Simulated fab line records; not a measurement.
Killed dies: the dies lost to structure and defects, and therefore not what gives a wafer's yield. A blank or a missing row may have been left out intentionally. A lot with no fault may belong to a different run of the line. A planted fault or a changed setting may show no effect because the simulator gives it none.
What tool caused it? / flow gf180mcu / Sampling: 11 lots, 33 wafers, 3 of 602 route steps

## WHAT THE GAUGES READ, wafer by wafer
GF_PASSIVATION_THK_MEAS_03.
lot=L506; measured=day 28 12:55; on=film metro-04; PASSIVATION_CVD_02_THK (nm)=695 684 705
lot=L508; measured=day 29 01:00; on=film metro-04; PASSIVATION_CVD_02_THK (nm)=685 687 693
lot=L509; measured=day 29 08:35; on=film metro-03; PASSIVATION_CVD_02_THK (nm)=693 698 701
lot=L514; measured=day 30 19:15; on=film metro-04; PASSIVATION_CVD_02_THK (nm)=578 590 588
lot=L515; measured=day 31 00:52; on=film metro-04; PASSIVATION_CVD_02_THK (nm)=579 591 581
lot=L520; measured=day 32 09:19; on=film metro-04; PASSIVATION_CVD_02_THK (nm)=685 710 704
lot=L521; measured=day 32 10:57; on=film metro-03; PASSIVATION_CVD_02_THK (nm)=692 711 718
lot=L522; measured=day 32 17:13; on=film metro-01; PASSIVATION_CVD_02_THK (nm)=685 696 709
lot=L523; measured=day 33 01:28; on=film metro-03; PASSIVATION_CVD_02_THK (nm)=682 692 698
lot=L526; measured=day 33 15:56; on=film metro-01; PASSIVATION_CVD_02_THK (nm)=700 705 698
lot=L529; measured=day 34 07:37; on=film metro-03; PASSIVATION_CVD_02_THK (nm)=682 685 692

## EACH LOT AND THE TOOL THAT RAN IT (in order: tool; ch and the chambers of the sampled wafers; start)
lot=L506; GF_V5_CMP_26=cmp-01 ch 2,3, day 27 14:22; GF_PASSIVATION_CVD_02=pecvd-04 ch 1,2, day 28 12:37
lot=L508; GF_V5_CMP_26=cmp-01 ch 0,1, day 28 03:36; GF_PASSIVATION_CVD_02=pecvd-04 ch 0,1, day 29 00:43
lot=L509; GF_V5_CMP_26=cmp-01 ch 2,3, day 28 12:12; GF_PASSIVATION_CVD_02=pecvd-04 ch 0,2, day 29 08:17
lot=L514; GF_V5_CMP_26=cmp-02 ch 0,1,2, day 29 22:38; GF_PASSIVATION_CVD_02=pecvd-02 ch 1,2, day 30 18:56
lot=L515; GF_V5_CMP_26=cmp-01 ch 0,2,3, day 30 04:46; GF_PASSIVATION_CVD_02=pecvd-02 ch 0,1,2, day 31 00:35
lot=L520; GF_V5_CMP_26=cmp-01 ch 0,1,3, day 31 14:27; GF_PASSIVATION_CVD_02=pecvd-03 ch 0,1,2, day 32 09:00
lot=L521; GF_V5_CMP_26=cmp-01 ch 2,3, day 31 16:47; GF_PASSIVATION_CVD_02=pecvd-04 ch 0,2, day 32 10:40
lot=L522; GF_V5_CMP_26=cmp-01 ch 1,2,3, day 31 23:00; GF_PASSIVATION_CVD_02=pecvd-04 ch 1,2, day 32 16:55
lot=L523; GF_V5_CMP_26=cmp-01 ch 0,2, day 32 07:02; GF_PASSIVATION_CVD_02=pecvd-04 ch 0,1,2, day 33 01:11
lot=L526; GF_V5_CMP_26=cmp-02 ch 2,3, day 32 22:16; GF_PASSIVATION_CVD_02=pecvd-04 ch 0,1,2, day 33 15:45
lot=L529; GF_V5_CMP_26=cmp-02 ch 0,2,3, day 33 14:36; GF_PASSIVATION_CVD_02=pecvd-04 ch 0,1, day 34 07:20
- GF_V5_CMP_26: polishes, stops on SiO2, t overpolish 15 s, target thk 0 nm.
- GF_PASSIVATION_CVD_02: deposits Si3N4, target thk 700 nm, time 486.18 s.

## THE ANSWER, worked out from the rows above alone
Rule: the lots themselves supply what counts as usual. The widest of any qualifying gaps counts: lots, ordered by their means at a reading, are off when they make up no more than a third of the lots, leave a main group of 4 or more, and stand apart from it by 3 or more times the standard deviation of that group's means. If all means in a main group match to the digits the tables above print for the reading, that group is not used. A lot without any number at a reading at which 4 lots or more have one is off too. All remaining lots with rows at the step are treated as sound.
Off: L514, L515, seen at GF_PASSIVATION_THK_MEAS_03 (PASSIVATION_CVD_02_THK). The main group: mean 696 nm, standard deviation 6.2.
A tool fits if, at a process step before that reading, it ran every lot that is off, and no sound lot after the first of them. Gauges at GF_PASSIVATION_THK_MEAS_03: tried the same way as those tools. One candidate fits, namely pecvd-02 at GF_PASSIVATION_CVD_02. It ran no sound lot before its first lot that is off in this sample, so the start can't be narrowed down.

## WHAT WAS PUT IN BY THE SIMULATOR
Site profile drift: pecvd-02, from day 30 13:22 on, at GF_PASSIVATION_CVD_02. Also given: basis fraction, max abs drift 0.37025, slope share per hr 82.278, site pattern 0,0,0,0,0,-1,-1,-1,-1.
Lots struck among those shown: L514, L515. The rule given above showed the same thing.
